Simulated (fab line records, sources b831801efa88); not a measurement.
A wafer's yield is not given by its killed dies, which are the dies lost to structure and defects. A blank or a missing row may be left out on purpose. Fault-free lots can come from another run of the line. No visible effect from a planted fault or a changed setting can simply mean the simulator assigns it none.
A struck lot beside a sound one || flow gf180mcu || 14 steps out of a route of 602
Sound: wafers L991.2, L991.3, L991.4. The struck wafers were L998.1, L998.2, L998.4. The cause is named last.
For every step that has rows: the tool of each side, followed by ch and its chambers, followed by its first start. Under that, the readings that differ: sound wafers || struck wafers || difference of the means || sigmas: that difference in standard deviations of wafers without a fault.
alike: words and numbers the same on both sides, and readings whose means are apart by under 2 such deviations; not compared: readings that were withheld, readings missing a value for some wafer, numbers with overlapping values and no deviation given by the record, and bounds like >300 which may hide the same value.
A row with sigmas, a row that says differs or no value, or rows on one side alone: a step with any of these is where the two part. Numbers that don't overlap but have no deviation are shown without sigmas and don't part them. A reading missing from all wafers of one side parts the sides only when that side holds two or more wafers.

GF_V4_STRIP_18: strips in O2/N2.
  sound on plasmaAsher-04 ch 0,1, day 26 08:15; struck on plasmaAsher-01 ch 0,1, day 28 15:36
  alike: drypumpMotorCurrentA, heaterPowerW, oesProductAu
  not compared: rfHoursCounterH
then, 3 steps without rows for these wafers: GF_V4_STRIP_19 (strips in post etch residue remover, time 1200 s); GF_V4_CLEAN_20 (cleans in DIW); GF_V4_SPUTTER_21 (material Ti, target thk 15 nm, time 80.02 s).
GF_V4_SPUTTER_22: material TiN, target thk 10 nm, time 40 s.
  sound: pvdSputter-04 at day 26 08:51; struck: pvdSputter-04 at day 28 16:11
  alike: cathodeDcPowerW, chamberPressurePa, throttleValvePct
then, 1 step without rows for these wafers: GF_V4_CVD_23 (deposits W, target thk 350 nm, time 104.9 s).
GF_V4_RS_MEAS_24: measurement is done with a four-point probe.
  sound: filmMetro-04 at day 26 09:01; struck: filmMetro-02 at day 28 16:20
  alike: V4_W_RS
GF_V4_THK_MEAS_25: measures by xrf.
  sound: filmMetro-04 at day 26 09:08; struck: filmMetro-02 at day 28 16:28
  alike: V4_W_THK
then, 1 step without rows for these wafers: GF_V4_CMP_26 (polishes, stops on SiO2, t overpolish 15 s, target thk 0 nm).
GF_MIM_SPUTTER_00: material Ti, target thk 37.5 nm, time 150 s.
  sound: pvdSputter-02 at day 26 09:29; struck: pvdSputter-02 at day 28 16:49
  alike: cathodeDcPowerW, chamberPressurePa, throttleValvePct
then, 1 step without rows for these wafers: GF_MIM_SPUTTER_01 (material TiN, target thk 30 nm, time 25 s).
GF_MIM_SPUTTER_02: material AlCu, target thk 450 nm, time 23.9 s.
  sound: pvdSputter-02 at day 26 09:37; struck: pvdSputter-02 at day 28 16:57
  alike: cathodeDcPowerW, chamberPressurePa, throttleValvePct
GF_MIM_SPUTTER_03: material Ti, target thk 10 nm, time 6.7 s.
  sound: pvdSputter-02 at day 26 09:38; struck: pvdSputter-02 at day 28 16:59
  no value came back on the struck wafers for cathodeDcPowerW (W), chamberPressurePa (Pa), throttleValvePct (%); on the sound wafers cathodeDcPowerW (W) reads 3001.3 2999.3 2999.8
GF_MIM_SPUTTER_04: material TiN, target thk 50 nm, time 41.7 s.
  sound: pvdSputter-02 at day 26 09:40; struck: pvdSputter-02 at day 28 17:00
  alike: cathodeDcPowerW, chamberPressurePa, throttleValvePct

== WHERE THEY PART ==
At GF_MIM_SPUTTER_03 and nowhere else, as far as this record goes. Later steps at which nothing parts them and some readings are alike: GF_MIM_SPUTTER_04.

WHY: what the simulator had put in
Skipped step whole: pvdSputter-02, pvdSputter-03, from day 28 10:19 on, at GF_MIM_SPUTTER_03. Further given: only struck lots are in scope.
